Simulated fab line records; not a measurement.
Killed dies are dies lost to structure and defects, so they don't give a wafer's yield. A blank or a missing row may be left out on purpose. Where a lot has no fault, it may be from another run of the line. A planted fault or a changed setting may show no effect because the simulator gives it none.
fab line records | flow sky130
record lots=14 | wafers=42 | last-day=50
route steps=708 shown POLY_GATE@235 LDD_P@265 POLY_CUT@314
lots that met no fault: taken from a fault-free run of the same line
start-h: hours from the record's opening day to when the first of the lot's shown wafers began | wait-h: hours from the lot's prior step to this one | " identical to the entry in the row above | L1.1+2: several wafers, shown together as one row | - value missing, or start not given | * or withheld: withheld | < > ~ a bound
route shown NAME@n: names a module that has steps shown in the file, with the first one's number in the route | usual: mean/standard deviation of fault-free wafers | same: alike in all rows | chamber/n: place in a boat | sites: per-site readings | _std_site: standard deviation across them | _edge_site: outer sites' mean less inner sites' | radius-mm: for every site, how far away it sits from the centre of the wafer | mask NAME#n: copy n | behind: the tool/chamber that last shaped the wafer | hold: why the lot was held/for how many hours/how that ended | device: whichever transistor did not switch (one of n, p or np) | end of line: tests of these same wafers at the route's end | step lacking rows: just its recipe | killed: dies that structure and defects cost at the first sort, which is not the same as the wafer's yield | map: a wafer's dies, x killed, . not, _ none there
set.NAME: the setting as run; set.NAME@STEP: as run at that earlier step | model.NAME: the simulator's own value behind a step, which no gauge read
a sample of lots followed through the steps of the route, with each step as a table and each wafer as a row
services: when a tool's chamber went out of use (start-h, in hours from the record's first day, below 0 if earlier), for how many hours, and the reason
## steps
# step SKY_POLY_GATE_THK_MEAS_21
# recipe reads=SiO2_of_POLY_GATE_OXIDATION_20
# usual POLY_GATE_OXIDATION_THK=3.99/0.089
lot.wafer | tool          | chamber | start-h | wait-h | POLY_GATE_OXIDATION_THK[nm]
L743.2    | film-metro-01 | -       | 383.40  | 0.0    | 4.09
L743.3    | "             | -       | "       | "      | 4.15
L743.6    | "             | -       | "       | "      | 4.03
L745.1    | film-metro-03 | -       | 395.73  | 0.0    | 4.02
L745.2    | "             | -       | "       | "      | 4.08
L745.5    | "             | -       | "       | "      | 4.00
L746.1    | film-metro-01 | -       | 415.41  | 0.0    | 3.98
L746.2    | "             | -       | "       | "      | 3.96
L746.3    | "             | -       | "       | "      | 3.94
L748.3    | film-metro-03 | -       | 444.96  | 0.0    | 3.93
L748.4    | "             | -       | "       | "      | 3.86
L748.5    | "             | -       | "       | "      | 3.92
L749.3    | film-metro-01 | -       | 444.96  | 0.0    | 4.02
L749.4    | "             | -       | "       | "      | 3.96
L749.6    | "             | -       | "       | "      | 3.99
L750.1    | film-metro-01 | -       | 453.48  | 0.0    | 3.81
L750.2    | "             | -       | "       | "      | 3.83
L750.3    | "             | -       | "       | "      | 3.89
L751.1    | film-metro-03 | -       | 460.09  | 0.0    | 4.01
L751.3    | "             | -       | "       | "      | 3.91
L751.6    | "             | -       | "       | "      | 3.97
L754.2    | film-metro-01 | -       | 503.01  | 0.0    | 4.01
L754.4    | "             | -       | "       | "      | 3.95
L754.5    | "             | -       | "       | "      | 3.94
L756.2    | film-metro-02 | -       | 510.82  | 0.0    | 4.02
L756.3    | "             | -       | "       | "      | 3.91
L756.6    | "             | -       | "       | "      | 4.04
L760.1    | film-metro-02 | -       | 540.80  | 0.0    | 4.06
L760.4    | "             | -       | "       | "      | 4.13
L760.5    | "             | -       | "       | "      | 4.03
L762.1    | film-metro-01 | -       | 547.14  | 0.0    | 4.10
L762.3    | "             | -       | "       | "      | 4.03
L762.4    | "             | -       | "       | "      | 4.12
L764.3    | film-metro-02 | -       | 559.97  | 0.0    | 4.10
L764.4    | "             | -       | "       | "      | 4.04
L764.5    | "             | -       | "       | "      | 4.02
L763.2    | film-metro-03 | -       | 560.90  | 0.0    | 4.02
L763.3    | "             | -       | "       | "      | 3.95
L763.4    | "             | -       | "       | "      | 3.83
L765.1    | film-metro-03 | -       | 570.95  | 0.0    | 3.94
L765.2    | "             | -       | "       | "      | 3.99
L765.5    | "             | -       | "       | "      | 3.90
# step SKY_LDD_P_STRIP_10
# recipe chemistry=O2/N2 | power-w=1400 | pressure-mtorr=1500 | platen-temp-c=withheld | o2-flow-sccm=3000 | n2-flow-sccm=300 | overash-fraction=0.5
# usual drypump-motor-current-A=6.00/0.25 | oes-product-au=0.715/0.0048 | strip-time-to-endpoint-s=14.18/0.04
lot.wafer | tool            | chamber | start-h | wait-h | drypump-motor-current-A | oes-product-au | rf-hours-counter-h | strip-time-to-endpoint-s
L743.2    | plasma-asher-04 | 0       | 445.12  | 0.1    | 5.98                    | 0.717          | 70                 | 14.15
L743.3    | "               | 0       | "       | "      | 6.01                    | 0.713          | -                  | 14.14
L743.6    | "               | 0       | "       | "      | 5.99                    | 0.715          | -                  | 14.17
L745.1    | plasma-asher-03 | 1       | 459.16  | 0.1    | 6.26                    | 0.713          | 66                 | 14.17
L745.2    | "               | 0       | "       | "      | 6.15                    | 0.720          | 66                 | 14.18
L745.5    | "               | 0       | "       | "      | 6.20                    | 0.718          | -                  | 14.15
L746.1    | plasma-asher-02 | 0       | 479.17  | 0.1    | 5.82                    | 0.723          | 4                  | 14.21
L746.2    | "               | 1       | "       | "      | 5.76                    | 0.716          | 4                  | 14.25
L746.3    | "               | 1       | "       | "      | 5.79                    | 0.712          | -                  | 14.20
L748.3    | plasma-asher-03 | 1       | 506.10  | 0.1    | 6.29                    | 0.717          | -                  | 14.14
L748.4    | "               | 0       | "       | "      | 6.15                    | 0.715          | -                  | 14.19
L748.5    | "               | 1       | "       | "      | 6.27                    | 0.704          | -                  | 14.19
L749.3    | plasma-asher-04 | 0       | 507.31  | 0.1    | 6.00                    | 0.715          | -                  | 14.20
L749.4    | "               | 1       | "       | "      | 5.53                    | 0.707          | -                  | 14.20
L749.6    | "               | 1       | "       | "      | 5.54                    | 0.712          | -                  | 14.21
L750.1    | plasma-asher-02 | 1       | 515.13  | 0.1    | 5.76                    | 0.712          | 7                  | 14.14
L750.2    | "               | 0       | "       | "      | 5.85                    | 0.708          | 7                  | 14.17
L750.3    | "               | 0       | "       | "      | 5.85                    | 0.716          | -                  | 14.14
L751.1    | plasma-asher-04 | 1       | 522.43  | 0.1    | 5.57                    | 0.711          | 77                 | 14.13
L751.3    | "               | 1       | "       | "      | 5.56                    | 0.718          | -                  | 14.20
L751.6    | "               | 0       | "       | "      | 5.99                    | 0.712          | -                  | 14.22
L754.2    | plasma-asher-02 | 1       | 564.56  | 0.1    | 5.76                    | 0.710          | 12                 | 14.17
L754.4    | "               | 0       | "       | "      | 5.83                    | 0.711          | -                  | 14.18
L754.5    | "               | 1       | "       | "      | 5.74                    | 0.710          | -                  | 14.18
L756.2    | plasma-asher-03 | 1       | 572.03  | 0.1    | 6.28                    | 0.718          | 77                 | 14.15
L756.3    | "               | 1       | "       | "      | 6.27                    | 0.708          | -                  | 14.17
L756.6    | "               | 1       | "       | "      | 6.31                    | 0.714          | -                  | 14.19
L760.1    | plasma-asher-03 | 0       | 601.52  | 0.1    | 6.13                    | 0.717          | 80                 | 14.09
L760.4    | "               | 1       | "       | "      | 6.28                    | 0.715          | -                  | 14.11
L760.5    | "               | 1       | "       | "      | 6.26                    | 0.713          | -                  | 14.13
L762.1    | plasma-asher-02 | 0       | 607.74  | 0.1    | 5.82                    | 0.715          | 16                 | 14.17
L762.3    | "               | 1       | "       | "      | 5.77                    | 0.721          | -                  | 14.12
L762.4    | "               | 0       | "       | "      | 5.81                    | 0.715          | -                  | 14.16
L764.3    | plasma-asher-03 | 1       | 620.10  | 0.1    | 6.28                    | 0.720          | -                  | 14.14
L764.4    | "               | 0       | "       | "      | 6.17                    | 0.714          | -                  | 14.15
L764.5    | "               | 1       | "       | "      | 6.27                    | 0.723          | -                  | 14.19
L763.2    | plasma-asher-03 | 1       | 620.87  | 0.1    | 6.25                    | 0.713          | 82                 | 14.20
L763.3    | "               | 1       | "       | "      | 6.28                    | 0.712          | -                  | 14.20
L763.4    | "               | 0       | "       | "      | 6.14                    | 0.709          | -                  | 14.23
L765.1    | plasma-asher-03 | 1       | 630.07  | 0.1    | 6.28                    | 0.726          | 83                 | 14.27
L765.2    | "               | 0       | "       | "      | 6.16                    | 0.714          | 83                 | 14.24
L765.5    | "               | 0       | "       | "      | 6.17                    | 0.717          | -                  | 14.27
# step SKY_POLY_CUT_DEVELOP_07
# recipe develop-time-s=60 | resist=KrF-thick | dev-temp-c=21
# usual chill-plate-temp-C=23.01/0.096 | develop-time-s=60/0
lot.wafer | tool           | chamber | start-h | wait-h | chill-plate-temp-C | develop-time-s
L743.2    | litho-track-02 | 0       | 567     | -      | 23.03              | 60
L743.3    | "              | 0       | "       | "      | 22.88              | 60
L743.6    | "              | 0       | "       | "      | 23.00              | 60
L745.1    | litho-track-02 | 0       | 582     | -      | 22.88              | 60
L745.2    | "              | 0       | "       | "      | 22.99              | 60
L745.5    | "              | 0       | "       | "      | 23.12              | 60
L746.1    | litho-track-01 | 0       | 599     | -      | 22.88              | 60
L746.2    | "              | 0       | "       | "      | 23.08              | 60
L746.3    | "              | 0       | "       | "      | 23.04              | 60
L748.3    | litho-track-04 | 0       | 626     | -      | 23.07              | 60
L748.4    | "              | 0       | "       | "      | 23.01              | 60
L748.5    | "              | 0       | "       | "      | 22.88              | 60
L749.3    | litho-track-04 | 0       | 627     | -      | 23.02              | 60
L749.4    | "              | 0       | "       | "      | 22.95              | 60
L749.6    | "              | 0       | "       | "      | 23.07              | 60
L750.1    | litho-track-04 | 0       | 635     | -      | 23.18              | 60
L750.2    | "              | 0       | "       | "      | 23.05              | 60
L750.3    | "              | 0       | "       | "      | 23.18              | 60
L751.1    | litho-track-01 | 0       | 642     | -      | 23.05              | 60
L751.3    | "              | 0       | "       | "      | 22.99              | 60
L751.6    | "              | 0       | "       | "      | 22.88              | 60
L754.2    | litho-track-01 | -       | 681     | -      | -                  | -
L754.4    | "              | -       | "       | "      | -                  | -
L754.5    | "              | -       | "       | "      | -                  | -
L756.2    | litho-track-02 | -       | 689     | -      | -                  | -
L756.3    | "              | -       | "       | "      | -                  | -
L756.6    | "              | -       | "       | "      | -                  | -
L760.1    | litho-track-04 | 0       | 717     | -      | 23.17              | 60
L760.4    | "              | 0       | "       | "      | 23.05              | 60
L760.5    | "              | 0       | "       | "      | 23.07              | 60
L762.1    | litho-track-01 | 0       | 722     | -      | 22.90              | 60
L762.3    | "              | 0       | "       | "      | 23.04              | 60
L762.4    | "              | 0       | "       | "      | 23.05              | 60
L764.3    | litho-track-02 | 0       | 734     | -      | 22.93              | 60
L764.4    | "              | 0       | "       | "      | 23.05              | 60
L764.5    | "              | 0       | "       | "      | 22.90              | 60
L763.2    | litho-track-02 | 0       | 736     | -      | 22.90              | 60
L763.3    | "              | 0       | "       | "      | 22.99              | 60
L763.4    | "              | 0       | "       | "      | 22.86              | 60
L765.1    | litho-track-01 | 0       | 745     | -      | 22.98              | 60
L765.2    | "              | 0       | "       | "      | 22.95              | 60
L765.5    | "              | 0       | "       | "      | 22.88              | 60
# step SKY_POLY_CUT_CD_MEAS_08
# recipe target-cd-nm=270
# usual cd-nm=270.0/1.5
lot.wafer | tool      | chamber | start-h | wait-h | cd-nm
L743.2    | cd-sem-01 | -       | 567.39  | -      | 269.3
L743.3    | "         | -       | "       | "      | 270.1
L743.6    | "         | -       | "       | "      | 268.1
L745.1    | cd-sem-01 | -       | 582.82  | -      | 273.0
L745.2    | "         | -       | "       | "      | 272.5
L745.5    | "         | -       | "       | "      | 271.9
L746.1    | cd-sem-01 | -       | 599.21  | -      | 269.9
L746.2    | "         | -       | "       | "      | 270.0
L746.3    | "         | -       | "       | "      | 269.7
L748.3    | cd-sem-01 | -       | 626.21  | -      | 271.8
L748.4    | "         | -       | "       | "      | 270.6
L748.5    | "         | -       | "       | "      | 271.0
L749.3    | cd-sem-02 | -       | 627.76  | -      | 270.2
L749.4    | "         | -       | "       | "      | 271.2
L749.6    | "         | -       | "       | "      | 271.7
L750.1    | cd-sem-02 | -       | 635.47  | -      | 269.6
L750.2    | "         | -       | "       | "      | 268.9
L750.3    | "         | -       | "       | "      | 268.7
L751.1    | cd-sem-01 | -       | 642.76  | -      | 272.7
L751.3    | "         | -       | "       | "      | 271.3
L751.6    | "         | -       | "       | "      | 270.9
L754.2    | cd-sem-01 | -       | 681.98  | -      | -
L754.4    | "         | -       | "       | "      | -
L754.5    | "         | -       | "       | "      | -
L756.2    | cd-sem-01 | -       | 689.85  | -      | -
L756.3    | "         | -       | "       | "      | -
L756.6    | "         | -       | "       | "      | -
L760.1    | cd-sem-01 | -       | 717.22  | -      | 269.7
L760.4    | "         | -       | "       | "      | 270.8
L760.5    | "         | -       | "       | "      | 270.1
L762.1    | cd-sem-01 | -       | 722.91  | -      | 269.7
L762.3    | "         | -       | "       | "      | 270.9
L762.4    | "         | -       | "       | "      | 268.7
L764.3    | cd-sem-01 | -       | 734.91  | -      | 272.5
L764.4    | "         | -       | "       | "      | 273.0
L764.5    | "         | -       | "       | "      | 272.4
L763.2    | cd-sem-02 | -       | 736.19  | -      | 270.1
L763.3    | "         | -       | "       | "      | 269.8
L763.4    | "         | -       | "       | "      | 270.7
L765.1    | cd-sem-02 | -       | 745.96  | -      | 269.0
L765.2    | "         | -       | "       | "      | 269.9
L765.5    | "         | -       | "       | "      | 267.5
## services
tool            | chamber | start-h | hours | kind
plasma-asher-02 | -       | 421.25  | 9.0   | pm
plasma-asher-02 | 0       | 421.25  | 9.0   | vent-cycle
plasma-asher-02 | 1       | 421.25  | 9.0   | vent-cycle
plasma-asher-02 | 0       | 430.25  | -     | clean
plasma-asher-02 | 1       | 430.25  | -     | clean
plasma-asher-02 | -       | 433.46  | 14.6  | pm
plasma-asher-04 | -       | 476.09  | 2.2   | repair
plasma-asher-03 | -       | 536.96  | 2.8   | pm
plasma-asher-02 | -       | 604.87  | 2.8   | pm
litho-track-04  | -       | 646.15  | -     | consumable-replace:filter
plasma-asher-04 | -       | 731.40  | 12.5  | pm
plasma-asher-04 | -       | 743.87  | 9.0   | pm
plasma-asher-04 | 0       | 743.87  | 9.0   | vent-cycle
plasma-asher-04 | 1       | 743.87  | 9.0   | vent-cycle
## key
first-sign step=SKY_POLY_CUT_DEVELOP_07 | reading=tool-record | direction=missing
effect none on later readings
met-at SKY_POLY_CUT_DEVELOP_07
struck-lots L754,L756
later-rows-left-out L754.2,L754.4,L754.5,L756.2,L756.3,L756.6
sort-left-out L754.2,L754.4,L754.5,L756.2,L756.3,L756.6
tester-left-out L754,L756
not-acting-at SKY_POLY_GATE_THK_MEAS_21,SKY_LDD_P_STRIP_10,SKY_POLY_CUT_CD_MEAS_08
onset-between 642 681
fault kind=skipped-step-whole | tool=litho-track-01,litho-track-02 | chamber=- | onset-h=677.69 | steps=SKY_POLY_CUT_DEVELOP_07 | scope=struck-lots-only
# tester-left-out: of these lots the tester's yield and bins aren't shown, on N5 and GAA mostly nor the transistor test; their killed dies are dies lost to structure and defects alone, not to doping, threshold or leakage, so they don't give the yield
# sort-left-out: the simulated sort isn't trusted on such a fault, so these wafers' sort isn't shown, and their yield isn't known
# later-rows-left-out: the simulator's readings of these wafers behind a module that went badly wrong aren't trusted and aren't shown, but for the sort
